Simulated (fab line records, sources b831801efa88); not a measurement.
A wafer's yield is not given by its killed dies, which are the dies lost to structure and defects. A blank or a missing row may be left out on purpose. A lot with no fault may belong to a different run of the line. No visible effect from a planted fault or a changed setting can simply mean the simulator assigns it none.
The same fault as seen by 2 desks / flow gf180mcu / what lay behind the numbers comes last; until then each desk has only its own

== AT THE METROLOGY DESK ==
Means of the sampled wafers that have a number, per lot and without regard to the tool the lot ran on: this is what the gauges read. The brackets show how far a lot's mean lies from the usual mean; more than 4 standard deviations puts the lot out of limits, marked OUT.
Columns: A = MVPSD_TW at GF_MVPSD_TW_MEAS_11, usual 554; B = VT_IMPLANT_OVL at GF_VT_IMPLANT_OVL_MEAS_07, usual 0.5 nm; C = VT_IMPLANT_TW at GF_VT_IMPLANT_TW_MEAS_10, usual 564
lot=L465; first seen here=day 6 01:04; A=553; B=-1.6; C=559
lot=L468; first seen here=day 6 17:41; A=550; B=0.5; C=564
lot=L474; first seen here=day 8 03:40; A=561; B=1.1; C=544 (-4.2) OUT
lot=L475; first seen here=day 8 08:51; A=551; B=2.5; C=537 (-5.6) OUT
lot=L476; first seen here=day 8 12:23; A=552; B=0.9; C=562
lot=L482; first seen here=day 10 05:52; A=550; B=3.0; C=565
This desk finds L474, L475 out of limits, with the earliest case on L474 at day 8 20:15 (VT_IMPLANT_TW at GF_VT_IMPLANT_TW_MEAS_10). Within limits: L465, L468, L476, L482.

== FOR THE TOOL OWNER'S DESK: implanter-02 ==
The tool's own readings at GF_VT_IMPLANT_IMPLANT_08: means of the sampled wafers that have a number, for each lot that ran on this tool. The brackets show how far a lot's mean lies from the usual mean; more than 4 standard deviations puts the lot out of limits, marked OUT.
Columns: A = dose ions cm2 at GF_VT_IMPLANT_IMPLANT_08, usual 8.289e+12; B = faraday current uA at GF_VT_IMPLANT_IMPLANT_08, usual 46.8
lot=L468; first seen here=day 7 08:44; A=8.288e+12; B=47.1
lot=L474; first seen here=day 8 20:02; A=7.106e+12 (-99 or more) OUT; B=39.8 (-7.5) OUT
lot=L475; first seen here=day 9 02:30; A=7.094e+12 (-99 or more) OUT; B=40.4 (-6.8) OUT
Finding of this desk: L474, L475 out of limits; the first was L474 at day 8 20:02, on dose ions cm2 at GF_VT_IMPLANT_IMPLANT_08. Within limits: L468.

== ALL TOGETHER ==
The tool owner's desk could have raised an alarm at day 8 20:02, on L474, L475.
The metrology desk could have raised an alarm at day 8 20:15, on L474, L475.
All the named lots went through GF_VT_IMPLANT_IMPLANT_08 on implanter-02.

== WHAT WAS PUT IN BY THE SIMULATOR ==
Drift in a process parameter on implanter-02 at GF_VT_IMPLANT_IMPLANT_08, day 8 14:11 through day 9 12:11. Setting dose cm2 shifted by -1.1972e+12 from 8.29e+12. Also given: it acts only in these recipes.
Shown lots that were struck: L474, L475.
Counting hours from when the fault started, the first reading out of limits came at 6 for the tool owner's desk and at 6 for the metrology desk.
